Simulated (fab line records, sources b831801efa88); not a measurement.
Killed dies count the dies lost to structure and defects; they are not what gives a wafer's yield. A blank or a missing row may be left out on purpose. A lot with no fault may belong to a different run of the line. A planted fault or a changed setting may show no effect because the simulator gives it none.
What tool caused it? ; flow gf180mcu ; 39 wafers from 13 lots sampled at 5 of the route's 602 steps

== WHAT THE GAUGES READ, wafer by wafer ==
GF_HV_LDD_OVL_MEAS_08.
lot;measured;on;HV_LDD_OVL (nm)
L946;day 10 06:52;overlay-01;0.0 -0.6 -1.2
L947;day 10 13:14;overlay-02;0.5 1.3 1.3
L948;day 10 20:07;overlay-02;1.2 -0.5 1.9
L949;day 11 06:31;overlay-01;0.0 -1.6 0.0
L950;day 11 14:34;overlay-01;-0.8 -0.5 -1.7
L951;day 11 19:52;overlay-01;-0.7 -0.5 0.1
L961;day 15 01:46;overlay-01;-1.2 -0.3 -2.4
L962;day 15 06:28;overlay-01;2.0 2.4 1.6
L963;day 15 19:31;overlay-02;2.2 1.9 1.3
L964;day 16 00:22;overlay-01;-0.1 2.4 0.6
L966;day 16 13:13;overlay-02;-0.8 0.1 -1.5
L967;day 16 22:49;overlay-02;-0.5 0.1 1.3
L968;day 17 07:58;overlay-02;1.3 0.0 1.1

GF_HV_LDD_TW_MEAS_50.
lot;measured;on;HV_LDD_4_TW
L946;day 12 18:04;film metro-01;565 559 560
L947;day 13 01:55;film metro-01;564 566 567
L948;day 13 08:12;film metro-02;569 569 569
L949;day 13 19:55;film metro-01;564 564 564
L950;day 14 04:54;film metro-02;567 567 568
L951;day 14 10:54;film metro-04;565 563 561
L961;day 17 22:28;film metro-04;509 511 510
L962;day 18 02:57;film metro-04;509 508 509
L963;day 18 17:52;film metro-01;567 567 567
L964;day 19 00:16;film metro-02;569 572 572
L966;day 19 13:30;film metro-01;564 564 565
L967;day 19 23:40;film metro-04;566 565 565
L968;day 20 10:00;film metro-02;567 567 566

GF_V2_OVL_MEAS_15.
lot;measured;on;V2_OVL (nm)
L946;day 20 18:19;overlay-02;1 4 4
L947;day 21 02:05;overlay-01;-2 -3 -2
L948;day 21 12:49;overlay-01;-3 4 4
L949;day 21 23:22;overlay-02;-3 -4 -7
L950;day 22 10:10;overlay-02;1 -2 -3
L951;day 22 16:43;overlay-02;2 -1 3
L961;day 26 03:46;overlay-02;9 5 6
L962;day 26 12:10;overlay-02;2 -2 -3
L963;day 26 23:13;overlay-02;4 5 12
L964;day 27 02:07;overlay-02;-4 -2 -4
L966;day 27 13:38;overlay-02;-2 0 -6
L967;day 27 22:28;overlay-02;6 9 4
L968;day 28 11:22;overlay-02;2 7 8

== WHAT TOOL EACH LOT RAN ON (gives the tool, then ch and the chambers of the sampled wafers, and finally the start) ==
lot;GF_LVPWELL_STRIP_10;GF_HV_LDD_IMPLANT_48
L946;plasma asher-02 ch 0,1, day 4 03:38;implanter-03 ch 0, day 12 17:50
L947;plasma asher-03 ch 0,1, day 4 08:04;implanter-01 ch 0, day 13 01:42
L948;plasma asher-01 ch 0,1, day 4 12:38;implanter-01 ch 0, day 13 07:57
L949;plasma asher-02 ch 1, day 4 19:41;implanter-01 ch 0, day 13 19:40
L950;plasma asher-01 ch 0,1, day 4 22:38;implanter-01 ch 0, day 14 04:39
L951;plasma asher-03 ch 0,1, day 5 06:38;implanter-03 ch 0, day 14 10:39
L961;plasma asher-02 ch 0,1, day 7 16:02;implanter-01 ch 0, day 17 22:13
L962;plasma asher-03 ch 0,1, day 7 19:29;implanter-01 ch 0, day 18 02:42
L963;plasma asher-03 ch 0,1, day 8 04:55;implanter-03 ch 0, day 18 17:39
L964;plasma asher-03 ch 0,1, day 8 09:02;implanter-03 ch 0, day 19 00:02
L966;plasma asher-01 ch 0,1, day 8 19:17;implanter-03 ch 0, day 19 13:15
L967;plasma asher-01 ch 0,1, day 9 01:26;implanter-03 ch 0, day 19 23:25
L968;plasma asher-03 ch 1, day 9 06:56;implanter-04 ch 0, day 20 09:45
- GF_LVPWELL_STRIP_10: strips in O2/N2.
- GF_HV_LDD_IMPLANT_48

== WHAT THE TOOLS THEMSELVES READ (means of the sampled wafers that have a number; where no wafer has one, the mark that the record gives instead) ==
GF_LVPWELL_STRIP_10.
lot;tool;drypump motor current A (A);heater power w (W);o2 flow sccm (sccm);oes product au (a.u.);strip time to endpoint s (s)
L946;plasma asher-02;5.7;344;3000;0.721;37.03
L947;plasma asher-03;5.2;373;3002;0.722;36.90
L948;plasma asher-01;6.2;363;2996;0.725;36.86
L949;plasma asher-02;5.7;336;2997;0.722;37.04
L950;plasma asher-01;6.4;378;3009;0.721;37.10
L951;plasma asher-03;5.6;397;3011;0.728;36.94
L961;plasma asher-02;5.7;342;3002;0.724;36.99
L962;plasma asher-03;5.2;373;2986;0.721;37.15
L963;plasma asher-03;5.6;396;3002;0.728;36.87
L964;plasma asher-03;5.2;373;2997;0.720;37.03
L966;plasma asher-01;6.4;386;3002;0.719;37.03
L967;plasma asher-01;6.4;388;2991;0.726;36.90
L968;plasma asher-03;4.8;351;3003;0.721;36.82

GF_HV_LDD_IMPLANT_48.
lot;tool;beam energy keV;faraday current uA
L946;implanter-03;25.007;170
L947;implanter-01;25.006;170
L948;implanter-01;25.010;168
L949;implanter-01;25.006;170
L950;implanter-01;25.014;166
L951;implanter-03;25.005;168
L961;implanter-01;15.631;170
L962;implanter-01;15.629;170
L963;implanter-03;25.002;169
L964;implanter-03;24.991;170
L966;implanter-03;24.991;168
L967;implanter-03;24.995;170
L968;implanter-04;24.995;170

== THE ANSWER, worked out from the rows above alone ==
Rule: usual is defined by the lots themselves. Put in order of their means at a reading, lots are off if they are a third of the lots or fewer, leave a main group of 4 or more, and stand apart from it by a gap of 3 or more times the standard deviation of the main group's means; of several such gaps the widest counts. The tables above print the reading to a certain number of digits; a main group whose means all agree to those digits is not used. Also off: a lot with no number at a reading for which 4 or more lots have one. Where the step has rows for the other lots, those lots are counted as sound. First the gauges in route order, then the tools' own readings, where a lot's mean is used as printed above. At the first step where some lot is off, the reading lying furthest off is the one used; lots without a number count as furthest.
Off: at GF_HV_LDD_TW_MEAS_50 (HV_LDD_4_TW), L961, L962. Main group: mean 566, sd 2.6.
A tool fits if, at a process step before that reading, it ran every lot that is off, and no sound lot after the first of them. Not tried: the gauges at GF_HV_LDD_TW_MEAS_50; whatever is off there is also off at GF_HV_LDD_IMPLANT_48, on other tools, and gauge error can't account for it. One candidate fits, namely implanter-01 at GF_HV_LDD_IMPLANT_48. A fault onset in the window from L950 (day 14 04:39, its last sound lot) to L961 (day 17 22:13, its first lot off) fits.
The tool's own readings at GF_HV_LDD_IMPLANT_48 bear it out: on the lots that are off they differ by more than 5 times the standard deviation of the sound lots' means. beam energy keV reads 15.630 there against 25.002 on the sound lots.

== WHAT WAS PUT IN BY THE SIMULATOR ==
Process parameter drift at GF_HV_LDD_IMPLANT_48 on implanter-01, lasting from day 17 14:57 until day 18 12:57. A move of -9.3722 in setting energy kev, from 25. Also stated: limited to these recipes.
Shown lots that were struck: L961, L962. The rule above reached the same finding.
